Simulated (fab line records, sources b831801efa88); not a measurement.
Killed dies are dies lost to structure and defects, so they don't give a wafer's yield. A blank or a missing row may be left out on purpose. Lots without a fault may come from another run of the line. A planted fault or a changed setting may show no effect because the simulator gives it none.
fab line records | flow gf180mcu | part 1 of 2: steps 1 to 25 of 36
record lots=5 wafers=15 last_day=33
route steps=602 shown SAB@268 SALICIDE@278 CONTACT@287
lots that met no fault: from a run of the same line without faults
start_h: hours from the record's first day to the start of the lot's first wafer shown | wait_h: hours since the lot's step before | " the same as in the row above | L1.1+2: a row that stands for several wafers | - no value, or no start given | * or withheld: withheld | < > ~ a bound
route shown NAME@n: a module of which the file shows steps, and the number in the route of the first | usual: mean/standard deviation of fault-free wafers | same: alike in all rows | chamber/n: place in a boat | sites: the reading at each site | _std_site: their standard deviation | _edge_site: outer sites' mean less inner sites' | radius_mm: how far each site lies from the wafer's centre | mask NAME#n: copy n | behind: the tool/chamber that last shaped the wafer | hold: why the lot was held/for how many hours/how that ended | device: the transistor (n, p or np) that didn't switch | end of line: the same wafers' tests at the end of the route | a step without rows: its recipe alone | killed: dies lost to structure and defects at the first sort, not the wafer's yield | map: a wafer's dies, x killed, . not, _ none there
set.NAME: the setting as run; set.NAME@STEP: as run at that earlier step | model.NAME: the simulator's own value behind a step, which no gauge read
lots at some steps of the route; a table a step, a row a wafer
services: from which hour (start_h, from the record's first day; less than 0 if before it) a tool's chamber was out of use, for how many hours, and why
## steps
# step GF_SAB_COAT_04
# recipe resist=NOVOLAK spin_rpm=3000 resist_thk_nm=1000
# usual exhaust_pa=45.1/0.8
# columns lot.wafer tool chamber start_h wait_h exhaust_pa
L074.1 litho_track-04 0 331.35 0.1 45.3
L074.3 " 0 " " 44.7
L074.6 " 0 " " 45.3
L080.2 litho_track-02 0 376.77 0.1 44.7
L080.3 " 0 " " 44.5
L080.6 " 0 " " 45.8
L086.1 litho_track-03 0 430.25 0.1 43.4
L086.2 " 0 " " 43.5
L086.3 " 0 " " 45.2
L087.3 litho_track-02 0 439.80 0.1 44.7
L087.4 " 0 " " 46.0
L087.5 " 0 " " 44.9
L093.1 litho_track-02 0 492.50 0.1 45.1
L093.2 " 0 " " 45.0
L093.3 " 0 " " 45.7
# step GF_SAB_SOFTBAKE_05
# recipe temp_c=90 time_s=60 resist=NOVOLAK
# usual exhaust_pa=45.4/0.91
# columns lot.wafer tool chamber start_h wait_h exhaust_pa
L074.1 litho_track-04 0 331.50 0.1 45.1
L074.3 " 0 " " 44.5
L074.6 " 0 " " 45.4
L080.2 litho_track-02 0 376.92 0.1 46.0
L080.3 " 0 " " 45.4
L080.6 " 0 " " 44.5
L086.1 litho_track-03 0 430.40 0.1 44.9
L086.2 " 0 " " 44.5
L086.3 " 0 " " 46.2
L087.3 litho_track-02 0 439.95 0.1 44.8
L087.4 " 0 " " 44.6
L087.5 " 0 " " 43.6
L093.1 litho_track-02 0 492.65 0.1 46.3
L093.2 " 0 " " 46.5
L093.3 " 0 " " 46.3
# step GF_SAB_EXPOSE_06
# recipe mask_id=SAB target_cd_nm=420 na=0.6 source_shape=conventional sigma_outer=0.6 dose_mj=140
# columns lot.wafer tool chamber start_h wait_h mask
L074.1+3+6 iline_stepper-02 0 - - SAB#0
L080.2+3+6 iline_stepper-02 0 - - SAB#0
L086.1+2+3 iline_stepper-02 0 - - SAB#0
L087.3+4+5 iline_stepper-02 0 - - SAB#0
L093.1+2+3 iline_stepper-01 0 - - SAB#0
# step GF_SAB_PEB_07
# recipe temp_c=withheld time_s=* resist=NOVOLAK
# usual exhaust_pa=45.3/0.91
# columns lot.wafer tool chamber start_h wait_h exhaust_pa
L074.1 litho_track-04 0 - - 46.5
L074.3 " 0 " " 45.4
L074.6 " 0 " " 46.2
L080.2 litho_track-03 0 - - 44.8
L080.3 " 0 " " 45.6
L080.6 " 0 " " 45.3
L086.1 litho_track-02 0 - - 45.7
L086.2 " 0 " " 44.0
L086.3 " 0 " " 45.2
L087.3 litho_track-02 0 - - 44.6
L087.4 " 0 " " 44.3
L087.5 " 0 " " 42.5
L093.1 litho_track-02 0 - - 45.5
L093.2 " 0 " " 43.8
L093.3 " 0 " " 44.1
# step GF_SAB_DEVELOP_08
# recipe develop_time_s=60 dev_temp_c=23
# usual exhaust_pa=44.9/0.89
# columns lot.wafer tool chamber start_h wait_h exhaust_pa
L074.1 litho_track-04 0 342.25 0.1 44.9
L074.3 " 0 " " 43.2
L074.6 " 0 " " 44.6
L080.2 litho_track-03 0 387.93 0.1 46.7
L080.3 " 0 " " 45.9
L080.6 " 0 " " 44.4
L086.1 litho_track-02 0 442.40 0.1 43.1
L086.2 " 0 " " 45.0
L086.3 " 0 " " 44.4
L087.3 litho_track-02 0 452.15 0.1 45.1
L087.4 " 0 " " 45.3
L087.5 " 0 " " 45.2
L093.1 litho_track-02 0 504.25 0.1 47.1
L093.2 " 0 " " 46.0
L093.3 " 0 " " 45.4
# step GF_SAB_CD_MEAS_09
# recipe target_cd_nm=420
# usual cd_nm=418.9/2.9
# columns lot.wafer tool chamber start_h wait_h cd_nm
L074.1 cd_sem-01 - 342.40 0.1 418.5
L074.3 " - " " 418.8
L074.6 " - " " 419.8
L080.2 cd_sem-02 - 388.08 0.1 417.9
L080.3 " - " " 420.4
L080.6 " - " " 421.5
L086.1 cd_sem-02 - 442.55 0.1 420.3
L086.2 " - " " 419.3
L086.3 " - " " 419.1
L087.3 cd_sem-02 - 452.29 0.1 418.3
L087.4 " - " " 417.8
L087.5 " - " " 415.6
L093.1 cd_sem-01 - 504.40 0.1 418.1
L093.2 " - " " 417.8
L093.3 " - " " 416.7
# step GF_SAB_OVL_MEAS_10
# usual SAB_OVL=-0.3/1.3
# columns lot.wafer tool chamber start_h wait_h SAB_OVL[nm]
L074.1 overlay-02 - 342.52 0.1 0.4
L074.3 " - " " 1.7
L074.6 " - " " 2.7
L080.2 overlay-01 - 388.18 0.1 1.3
L080.3 " - " " 0.7
L080.6 " - " " -0.3
L086.1 overlay-02 - 442.67 0.1 0.1
L086.2 " - " " 0.1
L086.3 " - " " 0.6
L087.3 overlay-02 - 452.38 0.1 0.4
L087.4 " - " " 0.6
L087.5 " - " " -0.5
L093.1 overlay-02 - 504.52 0.1 0.2
L093.2 " - " " 1.0
L093.3 " - " " -0.9
# step GF_SAB_ETCH_11
# recipe chemistry=C4F8/O2/Ar mask_material=NOVOLAK target=SiO2 target_depth_nm=55 source_w=1500 bias_w=1200 pressure_mtorr=40 c4f8_flow_sccm=withheld O2_flow_sccm=6 Ar_flow_sccm=300 time_s=8.5
# usual oes_product_au=1.001/0.014
# columns lot.wafer tool chamber start_h wait_h oes_product_au rf_hours_counter_h
L074.1 rie_diel-02 2 342.56 0.0 1.007 53
L074.3 " 0 " " 0.994 94
L074.6 " 0 " " 0.996 -
L080.2 rie_diel-04 2 388.21 0.0 1.018 10
L080.3 " 1 " " 0.994 18
L080.6 " 3 " " 0.991 -
L086.1 rie_diel-01 0 442.70 0.0 1.013 88
L086.2 " 1 " " 1.021 5
L086.3 " 3 " " 1.005 18
L087.3 rie_diel-01 3 452.40 0.0 0.996 18
L087.4 " 1 " " 1.005 5
L087.5 " 2 " " 0.996 -
L093.1 rie_diel-01 3 504.55 0.0 0.996 20
L093.2 " 0 " " 1.008 90
L093.3 " 2 " " 0.981 81
# step GF_SAB_WET_ETCH_12
# recipe chemistry=dHF target_depth_nm=22 dry=n2_spin target=SiO2 temp_c=25 dilution=100:1 time_s=440
# columns lot.wafer tool chamber start_h wait_h
L074.1+3+6 wet_bench-01 3 342.58 0.0
L080.2+3+6 wet_bench-01 1 388.23 0.0
L086.1+2+3 wet_bench-02 0 442.72 0.0
L087.3+4+5 wet_bench-04 1 452.42 0.0
L093.1+2+3 wet_bench-01 0 504.57 0.0
# step GF_SAB_STRIP_13
# recipe chemistry=O2/N2 power_w=1400 pressure_mtorr=1500 platen_temp_c=250 o2_flow_sccm=3000 n2_flow_sccm=300 overash_fraction=0.5
# usual drypump_motor_current_A=5.9/0.56 heater_power_w=352/59 oes_product_au=0.710/0.0046 platen_temp_c=250.00/0.2 strip_time_to_endpoint_s=12.61/0.033
# columns lot.wafer tool chamber start_h wait_h drypump_motor_current_A heater_power_w oes_product_au platen_temp_c rf_hours_counter_h strip_time_to_endpoint_s
L074.1 plasma_asher-02 0 342.71 0.0 6.4 282 0.711 249.66 24 12.54
L074.3 " 0 " " 6.4 289 0.719 249.75 - 12.53
L074.6 " 0 " " 6.3 288 0.714 249.55 - 12.51
L080.2 plasma_asher-02 0 388.37 0.0 6.3 284 0.707 249.73 29 12.59
L080.3 " 0 " " 6.4 285 0.700 249.92 - 12.65
L080.6 " 1 " " 5.5 401 0.712 250.04 - 12.65
L086.1 plasma_asher-04 1 442.85 0.0 6.7 428 0.706 249.77 64 12.61
L086.2 " 0 " " 6.1 313 0.709 250.20 64 12.61
L086.3 " 1 " " 6.6 441 0.705 249.69 - 12.60
L087.3 plasma_asher-02 0 452.59 0.0 6.4 280 0.713 249.95 - 12.64
L087.4 " 1 " " 5.5 402 0.714 249.99 - 12.63
L087.5 " 0 " " 6.4 281 0.706 249.84 - 12.62
L093.1 plasma_asher-03 1 504.72 0.0 4.9 290 0.704 250.02 94 12.61
L093.2 " 0 " " 6.2 410 0.713 250.39 94 12.65
L093.3 " 0 " " 6.2 412 0.705 249.91 - 12.63
# step GF_SALICIDE_CLEAN_00
# recipe chemistry=SC1/SC2 mix=1:4:20 temp_c=70 time_s=150
# columns lot.wafer tool chamber start_h wait_h
L074.1+3+6 wet_bench-03 2 342.81 0.1
L080.2+3+6 wet_bench-01 3 388.47 0.1
L086.1+2+3 wet_bench-01 3 442.95 0.1
L087.3+4+5 wet_bench-02 3 452.65 0.0
L093.1+2+3 wet_bench-03 1 504.82 0.1
# step GF_SALICIDE_WET_ETCH_01
# recipe chemistry=dHF target_depth_nm=5 dry=ipa_marangoni target=SiO2 temp_c=25 dilution=100:1 time_s=100
# columns lot.wafer tool chamber start_h wait_h
L074.1+3+6 wet_bench-01 2 342.86 0.0
L080.2+3+6 wet_bench-02 0 388.53 0.0
L086.1+2+3 wet_bench-02 3 443.01 0.0
L087.3+4+5 wet_bench-03 2 452.70 0.0
L093.1+2+3 wet_bench-01 1 504.87 0.0
# step GF_SALICIDE_SPUTTER_02
# recipe material=Co target_thk_nm=10 power_w=1000 time_s=20 chamber_pressure_pa=0.4
# usual cathode_dc_power_W=999.99/0.2 throttle_valve_pct=30.3/0.93
# columns lot.wafer tool chamber start_h wait_h cathode_dc_power_W throttle_valve_pct
L074.1 pvd_sputter-03 - 342.90 0.0 1000.1 30.6
L074.3 " - " " 999.62 30.0
L074.6 " - " " 1000.0 29.9
L080.2 pvd_sputter-04 - 388.57 0.0 1000.1 32.2
L080.3 " - " " 999.84 28.7
L080.6 " - " " 999.89 30.8
L086.1 pvd_sputter-02 - 443.04 0.0 999.76 30.7
L086.2 " - " " 1000.1 30.6
L086.3 " - " " 999.86 30.8
L087.3 pvd_sputter-02 - 452.78 0.0 999.97 30.6
L087.4 " - " " 999.82 29.7
L087.5 " - " " 1000.1 30.6
L093.1 pvd_sputter-02 - 504.91 0.0 999.97 29.5
L093.2 " - " " 1000.1 31.1
L093.3 " - " " 1000.2 30.8
# step GF_SALICIDE_SPUTTER_03
# recipe material=TiN target_thk_nm=20 power_w=6500 time_s=16.7 chamber_pressure_pa=0.4
# usual cathode_dc_power_W=6500.0/1.2 throttle_valve_pct=30.3/0.94
# columns lot.wafer tool chamber start_h wait_h cathode_dc_power_W throttle_valve_pct
L074.1 pvd_sputter-03 - 342.93 0.0 6503.0 30.6
L074.3 " - " " 6501.4 29.6
L074.6 " - " " 6500.0 29.7
L080.2 pvd_sputter-04 - 388.59 0.0 6500.2 32.1
L080.3 " - " " 6497.3 28.6
L080.6 " - " " 6501.7 30.7
L086.1 pvd_sputter-02 - 443.07 0.0 6500.1 30.8
L086.2 " - " " 6500.2 30.2
L086.3 " - " " 6501.1 30.8
L087.3 pvd_sputter-02 - 452.80 0.0 6500.9 30.9
L087.4 " - " " 6499.3 29.6
L087.5 " - " " 6500.3 30.7
L093.1 pvd_sputter-02 - 504.94 0.0 6500.8 29.5
L093.2 " - " " 6499.9 30.8
L093.3 " - " " 6499.7 30.8
# step GF_SALICIDE_RS_MEAS_04
# recipe thk_meas_gauge=four-point-probe reads=TiN_of_SALICIDE_SPUTTER_03+Co_of_SALICIDE_SPUTTER_02
# usual SALICIDE_TIN_RS=16.3/0.34
# columns lot.wafer tool chamber start_h wait_h SALICIDE_TIN_RS[ohm/sq]
L074.1 film_metro-02 - 342.95 0.0 16.1
L074.3 " - " " 16.0
L074.6 " - " " 16.2
L080.2 film_metro-02 - 388.64 0.0 16.9
L080.3 " - " " 16.1
L080.6 " - " " 16.5
L086.1 film_metro-02 - 443.10 0.0 16.4
L086.2 " - " " 15.9
L086.3 " - " " 16.5
L087.3 film_metro-04 - 452.87 0.1 16.3
L087.4 " - " " 16.9
L087.5 " - " " 15.9
L093.1 film_metro-02 - 504.96 0.0 16.9
L093.2 " - " " 16.4
L093.3 " - " " 16.8
# step GF_SALICIDE_THK_MEAS_05
# recipe thk_meas_gauge=xrf reads=TiN_of_SALICIDE_SPUTTER_03
# usual SALICIDE_TIN_THK=19.7/0.33
# columns lot.wafer tool chamber start_h wait_h SALICIDE_TIN_THK[nm]
L074.1 film_metro-02 - 343.07 0.1 20.0
L074.3 " - " " 20.2
L074.6 " - " " 20.0
L080.2 film_metro-02 - 388.75 0.1 19.5
L080.3 " - " " 19.9
L080.6 " - " " 20.0
L086.1 film_metro-02 - 443.22 0.1 19.5
L086.2 " - " " 19.7
L086.3 " - " " 20.1
L087.3 film_metro-04 - 452.97 0.1 19.4
L087.4 " - " " 19.4
L087.5 " - " " 19.8
L093.1 film_metro-02 - 505.08 0.1 19.2
L093.2 " - " " 20.0
L093.3 " - " " 19.4
# step GF_SALICIDE_RTA_06
# recipe temp_c=530 time_s=30 ambient=N2
# usual lamp_power_pct=6.69/0.27 wafer_temp_C_max=532.6/0.56
# columns lot.wafer tool chamber start_h wait_h lamp_power_pct wafer_temp_C_max
L074.1 rtp_anneal-01 0 343.13 0.1 6.44 532.2
L074.3 " 0 " " 6.44 532.1
L074.6 " 0 " " 6.44 532.4
L080.2 rtp_anneal-02 0 388.83 0.1 6.99 533.2
L080.3 " 0 " " 6.98 533.4
L080.6 " 0 " " 6.99 532.7
L086.1 rtp_anneal-01 0 443.28 0.1 6.44 531.8
L086.2 " 0 " " 6.44 531.8
L086.3 " 0 " " 6.45 532.3
L087.3 rtp_anneal-02 0 453.04 0.1 6.99 532.6
L087.4 " 0 " " 7.00 532.6
L087.5 " 0 " " 6.99 532.3
L093.1 rtp_anneal-01 0 505.14 0.1 6.43 532.5
L093.2 " 0 " " 6.45 531.8
L093.3 " 0 " " 6.44 531.9
# step GF_SALICIDE_WET_ETCH_07
# recipe chemistry=SPM target_depth_nm=120 dry=n2_spin
# columns lot.wafer tool chamber start_h wait_h
L074.1+3+6 wet_bench-02 0 343.23 0.1
L080.2+3+6 wet_bench-01 3 389.00 0.1
L086.1+2+3 wet_bench-03 0 443.38 0.1
L087.3+4+5 wet_bench-02 3 453.11 0.1
L093.1+2+3 wet_bench-02 0 505.24 0.1
# step GF_SALICIDE_RTA_08
# recipe temp_c=800 time_s=30 ambient=N2
# usual lamp_power_pct=19.0/0.69 wafer_temp_C_max=804.3/0.99
# columns lot.wafer tool chamber start_h wait_h lamp_power_pct wafer_temp_C_max
L074.1 rtp_anneal-02 0 343.32 0.0 19.4 803.9
L074.3 " 0 " " 19.4 804.2
L074.6 " 0 " " 19.4 804.4
L080.2 rtp_anneal-01 0 389.12 0.0 17.9 803.7
L080.3 " 0 " " 17.9 803.6
L080.6 " 0 " " 17.9 803.9
L086.1 rtp_anneal-02 0 443.48 0.0 19.5 803.7
L086.2 " 0 " " 19.4 803.4
L086.3 " 0 " " 19.4 805.6
L087.3 rtp_anneal-01 0 453.24 0.0 17.9 803.9
L087.4 " 0 " " 17.9 802.3
L087.5 " 0 " " 17.9 803.1
L093.1 rtp_anneal-02 0 505.33 0.0 19.4 806.4
L093.2 " 0 " " 19.4 805.3
L093.3 " 0 " " 19.4 804.6
# step GF_CONTACT_CVD_00
# recipe material=SiO2 target_thk_nm=300 sigma_open_frac=0.3 temp_c=400 time_s=50 sih4_flow_sccm=60 pressure_mtorr=6
# usual sih4_flow_sccm=60.01/0.19
# columns lot.wafer tool chamber start_h wait_h sih4_flow_sccm
L074.1 hdpcvd-01 0 343.72 0.3 60.07
L074.3 " 1 " " 59.93
L074.6 " 1 " " 59.83
L080.2 hdpcvd-01 2 389.20 0.1 59.95
L080.3 " 0 " " 60.06
L080.6 " 1 " " 59.67
L086.1 hdpcvd-01 1 443.58 0.1 59.87
L086.2 " 0 " " 60.06
L086.3 " 2 " " 60.03
L087.3 hdpcvd-02 0 453.30 0.1 59.47
L087.4 " 0 " " 59.77
L087.5 " 2 " " 60.24
L093.1 hdpcvd-01 0 505.43 0.1 60.32
L093.2 " 1 " " 59.95
L093.3 " 2 " " 59.85
# step GF_CONTACT_THK_MEAS_01
# recipe reads=SiO2_of_CONTACT_CVD_00
# usual CONTACT_CVD_00_THK=299.6/2.9
# columns lot.wafer tool chamber start_h wait_h CONTACT_CVD_00_THK[nm]
L074.1 film_metro-04 - 343.77 0.0 296.3
L074.3 " - " " 303.4
L074.6 " - " " 299.1
L080.2 film_metro-01 - 389.25 0.0 299.2
L080.3 " - " " 299.3
L080.6 " - " " 296.7
L086.1 film_metro-03 - 443.62 0.0 297.2
L086.2 " - " " 301.1
L086.3 " - " " 300.2
L087.3 film_metro-01 - 453.37 0.0 305.3
L087.4 " - " " 301.8
L087.5 " - " " 298.6
L093.1 film_metro-01 - 505.48 0.0 301.7
L093.2 " - " " 294.5
L093.3 " - " " 300.5
# step GF_CONTACT_CVD_02
# recipe material=SiO2 target_thk_nm=860 precursor=TEOS temp_c=400 time_s=95.992 rf_w=600
# usual heater_power_w=677/110
# columns lot.wafer tool chamber start_h wait_h heater_power_w
L074.1 pecvd-01 2 343.83 0.1 630
L074.3 " 0 " " 497
L074.6 " 1 " " 660
L080.2 pecvd-02 2 389.30 0.0 706
L080.3 " 1 " " 693
L080.6 " 1 " " 723
L086.1 pecvd-01 0 443.68 0.1 457
L086.2 " 1 " " 756
L086.3 " 2 " " 803
L087.3 pecvd-02 1 453.41 0.0 736
L087.4 " 0 " " 689
L087.5 " 2 " " 711
L093.1 pecvd-04 2 505.54 0.1 829
L093.2 " 0 " " 578
L093.3 " 1 " " 788
# step GF_CONTACT_THK_MEAS_03
# recipe reads=SiO2_of_CONTACT_CVD_02
# usual CONTACT_CVD_02_THK=856/12
# columns lot.wafer tool chamber start_h wait_h CONTACT_CVD_02_THK[nm]
L074.1 film_metro-01 - 343.90 0.0 857
L074.3 " - " " 857
L074.6 " - " " 861
L080.2 film_metro-03 - 389.38 0.0 856
L080.3 " - " " 833
L080.6 " - " " 849
L086.1 film_metro-01 - 443.75 0.0 855
L086.2 " - " " 861
L086.3 " - " " 859
L087.3 film_metro-03 - 453.50 0.1 839
L087.4 " - " " 880
L087.5 " - " " 866
L093.1 film_metro-03 - 505.61 0.0 827
L093.2 " - " " 834
L093.3 " - " " 849
# step GF_CONTACT_CMP_04
# recipe material=SiO2 down_force_psi=4 platen_rpm=60 pad_velocity_m_s=0.94248
# usual edge_zone_pressure_frac=1.001/0.0046 head_pressure_psi=4.001/0.0085 motor_current_A=12.6/0.92 retaining_ring_pressure_frac=1.000/0.0044 slurry_filter_dp_kPa=13.49/0.14 time_to_endpoint_s=110/6.3
# columns lot.wafer tool chamber start_h wait_h edge_zone_pressure_frac head_pressure_psi motor_current_A retaining_ring_pressure_frac slurry_filter_dp_kPa time_to_endpoint_s
L074.1 cmp-02 2 343.96 0.1 0.993 4.001 12.6 1.003 13.47 113
L074.3 " 1 " " 1.006 4.007 11.7 1.000 13.70 121
L074.6 " 2 " " 0.999 4.002 12.7 0.995 13.49 115
L080.3 cmp-02 0 389.48 0.1 0.995 4.004 13.1 1.002 13.53 98
L080.2 " 1 " " 1.000 4.006 11.8 1.003 13.40 118
L080.6 " 3 " " 0.999 3.988 12.5 0.996 13.41 107
L086.1 cmp-02 0 443.81 0.1 0.994 4.007 12.3 0.992 13.38 104
L086.3 " 1 " " 1.001 4.009 12.3 0.994 13.40 119
L086.2 " 2 " " 0.993 3.997 12.4 1.002 13.49 113
L087.4 cmp-01 2 453.59 0.1 0.996 3.990 12.6 1.009 13.47 117
L087.3 " 3 " " 1.002 4.010 14.2 1.003 13.76 104
L087.5 " 1 " " 1.000 4.004 13.0 1.000 13.57 113
L093.1 cmp-02 2 505.67 0.1 0.994 3.976 12.7 0.996 13.51 99
L093.3 " 0 " " 1.007 3.986 12.3 1.000 13.42 104
L093.2 " 1 " " 0.996 3.994 12.0 0.995 13.33 113
# step GF_CONTACT_BOW_MEAS_05
# recipe mode=bow
# usual CONTACT_BOW=66/6.8
# columns lot.wafer tool chamber start_h wait_h CONTACT_BOW[um]
L074.1 film_metro-03 - 344.27 0.3 62
L074.3 " - " " 61
L074.6 " - " " 61
L080.2 film_metro-04 - 389.75 0.2 73
L080.3 " - " " 66
L080.6 " - " " 42
L086.1 film_metro-03 - 444.11 0.2 66
L086.2 " - " " 71
L086.3 " - " " 73
L087.3 film_metro-03 - 453.88 0.2 74
L087.4 " - " " 64
L087.5 " - " " 65
L093.1 film_metro-04 - 505.97 0.2 59
L093.2 " - " " 64
L093.3 " - " " 64
